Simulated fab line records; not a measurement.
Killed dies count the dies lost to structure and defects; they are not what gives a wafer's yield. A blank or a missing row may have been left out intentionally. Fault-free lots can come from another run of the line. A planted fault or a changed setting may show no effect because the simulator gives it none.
What tool caused it?    flow gf180mcu    Sampling: 13 lots, 38 wafers, 5 of 602 route steps

WHAT EACH GAUGE READ, for each wafer
GF_V3_OVL_MEAS_15. Usual: V3_OVL gives 0 nm (standard deviation 5.3).
lot   measured      on          V3_OVL (nm)  flag
L145  day 22 11:29  overlay-02  2 -4 -7      
L147  day 23 05:05  overlay-01  2 4 10       
L148  day 23 16:59  overlay-02  -1 3 1       
L152  day 25 09:24  overlay-02  9 10         
L159  day 27 08:24  overlay-01  9 1 5        
L161  day 27 23:38  overlay-02  -3 6 6       
L162  day 28 02:50  overlay-02  -7 2 1       
L163  day 28 19:55  overlay-01  0 -5 -1      
L164  day 28 20:56  overlay-02  0 6 0        
L165  day 29 00:52  overlay-02  3 1 4        
L167  day 29 12:01  overlay-01  3 -5 6       
L166  day 29 16:03  overlay-02  9 -1 12      
L168  day 29 21:28  overlay-01  5 2 2        

GF_M4_CD_MEAS_14 targets a cd of 280 nm. Usual: cd_nm reads 280.3 nm (standard deviation 1.2).
lot   measured      on         cd_nm (nm)         flag
L145  day 23 11:52  cd_sem-01  278.2 277.7 280.1  
L147  day 24 05:25  cd_sem-01  279.5 279.7 279.5  
L148  day 24 16:09  cd_sem-02  279.7 279.3 279.7  
L152  day 26 07:40  cd_sem-01  294.8 278.8        OFF
L159  day 28 07:54  cd_sem-01  281.2 280.8 281.7  
L161  day 28 20:53  cd_sem-02  280.3 280.2 280.6  
L162  day 28 23:22  cd_sem-01  279.5 279.4 280.7  
L163  day 29 16:47  cd_sem-01  280.8 280.6 280.1  
L164  day 29 18:09  cd_sem-02  282.2 282.3 282.9  
L165  day 29 21:02  cd_sem-02  280.3 279.7 278.9  
L167  day 30 08:38  cd_sem-02  281.3 280.7 280.5  
L166  day 30 11:57  cd_sem-02  282.2 281.4 281.8  
L168  day 30 17:17  cd_sem-02  278.8 277.8 278.1  

EACH LOT AND THE TOOL THAT RAN IT (in order: tool; ch and the chambers of the sampled wafers; start)
lot   GF_V3_CVD_02                     GF_M4_SPUTTER_00              GF_M4_PEB_12
L145  pecvd-03 ch 1,2, day 21 11:52    pvd_sputter-04, day 22 12:59  litho_track-03 ch 0, day 23 11:31
L147  pecvd-02 ch 0,2, day 22 05:45    pvd_sputter-04, day 23 06:30  litho_track-03 ch 0, day 24 05:04
L148  pecvd-02 ch 0,2, day 22 17:31    pvd_sputter-04, day 23 18:22  litho_track-01 ch 0, day 24 15:49
L152  pecvd-01 ch 0,1, day 24 10:31    pvd_sputter-04, day 25 10:47  litho_track-03 ch 0, day 26 07:20
L159  pecvd-02 ch 0,1,2, day 26 11:02  pvd_sputter-02, day 27 09:49  litho_track-04 ch 0, day 28 07:34
L161  pecvd-03 ch 1,2, day 27 02:41    pvd_sputter-04, day 28 01:01  litho_track-01 ch 0, day 28 20:32
L162  pecvd-01 ch 0,1, day 27 06:26    pvd_sputter-04, day 28 04:13  litho_track-01 ch 0, day 28 23:02
L163  pecvd-03 ch 0,2, day 28 00:07    pvd_sputter-01, day 28 21:19  litho_track-04 ch 0, day 29 16:26
L164  pecvd-01 ch 0,1,2, day 28 01:09  pvd_sputter-01, day 28 22:20  litho_track-01 ch 0, day 29 17:49
L165  pecvd-01 ch 0,1,2, day 28 05:00  pvd_sputter-04, day 29 02:16  litho_track-03 ch 0, day 29 20:43
L167  pecvd-02 ch 0,1, day 28 16:42    pvd_sputter-02, day 29 13:25  litho_track-01 ch 0, day 30 08:17
L166  pecvd-02 ch 0,1,2, day 28 20:48  pvd_sputter-01, day 29 17:26  litho_track-04 ch 0, day 30 11:37
L168  pecvd-01 ch 1,2, day 29 02:19    pvd_sputter-04, day 29 22:52  litho_track-01 ch 0, day 30 16:56
- GF_V3_CVD_02: deposits SiO2 from TEOS, target thk 850 nm, time 94.851 s.
- GF_M4_SPUTTER_00: material Ti, target thk 37.5 nm, time 150 s.
- GF_M4_PEB_12: peb time 90 s.

AS READ BY THE TOOLS THEMSELVES (means over the sampled wafers that have a number; for cases with no such wafer, the mark the record gives instead)
GF_V3_CVD_02. Usual: heater_power_w reads 674 W (standard deviation 79).
lot   tool      heater_power_w (W)  flag
L145  pecvd-03  668                 
L147  pecvd-02  625                 
L148  pecvd-02  596                 
L152  pecvd-01  728                 
L159  pecvd-02  627                 
L161  pecvd-03  653                 
L162  pecvd-01  687                 
L163  pecvd-03  686                 
L164  pecvd-01  690                 
L165  pecvd-01  706                 
L167  pecvd-02  738                 
L166  pecvd-02  663                 
L168  pecvd-01  686                 

GF_M4_SPUTTER_00. Usual: throttle_valve_pct reads 30.2 % (standard deviation 1.1).
lot   tool            throttle_valve_pct (%)  flag
L145  pvd_sputter-04  29.8                    
L147  pvd_sputter-04  30.5                    
L148  pvd_sputter-04  30.3                    
L152  pvd_sputter-04  29.9                    
L159  pvd_sputter-02  31.5                    
L161  pvd_sputter-04  30.0                    
L162  pvd_sputter-04  29.7                    
L163  pvd_sputter-01  29.6                    
L164  pvd_sputter-01  29.5                    
L165  pvd_sputter-04  30.1                    
L167  pvd_sputter-02  31.2                    
L166  pvd_sputter-01  29.3                    
L168  pvd_sputter-04  29.5                    

GF_M4_PEB_12. Usual: heater_power_total_W 85.69 W, standard deviation 0.084; plate_temp_C 134.99 C, standard deviation 0.15.
lot   tool            heater_power_total_W (W)  plate_temp_C (C)  flag
L145  litho_track-03  85.71                     134.93            
L147  litho_track-03  85.73                     135.12            
L148  litho_track-01  85.69                     134.95            
L152  litho_track-03  94.03                     134.78            OFF
L159  litho_track-04  85.73                     135.13            
L161  litho_track-01  85.71                     135.08            
L162  litho_track-01  85.70                     135.16            
L163  litho_track-04  85.62                     135.16            
L164  litho_track-01  85.78                     135.03            
L165  litho_track-03  85.75                     134.87            
L167  litho_track-01  85.65                     134.90            
L166  litho_track-04  85.64                     135.19            
L168  litho_track-01  85.75                     134.77            

THE ANSWER, worked out from the rows above alone
Rule: take the mean of a lot's wafers that have a number; if it is more than 3 standard deviations from the usual mean, the lot is off. A lot without any number at a reading at which 4 lots or more have one is off too. Any other lot the step has rows for is counted as sound. First the gauges in route order, then the tools' own readings, where a lot's mean is used as printed above. At the first step where some lot is off, the reading lying furthest off is the one used; lots without a number count as furthest.
Off: L152, at GF_M4_CD_MEAS_14 (cd_nm).
A tool fits if, at a process step before that reading, it ran every lot that is off, and no sound lot after the first of them. Not tried: the gauges at GF_M4_CD_MEAS_14; whatever is off there is also off at GF_M4_PEB_12, on other tools, and gauge error can't account for it. Of those tried, none fits.

WHAT THE SIMULATOR PUT IN
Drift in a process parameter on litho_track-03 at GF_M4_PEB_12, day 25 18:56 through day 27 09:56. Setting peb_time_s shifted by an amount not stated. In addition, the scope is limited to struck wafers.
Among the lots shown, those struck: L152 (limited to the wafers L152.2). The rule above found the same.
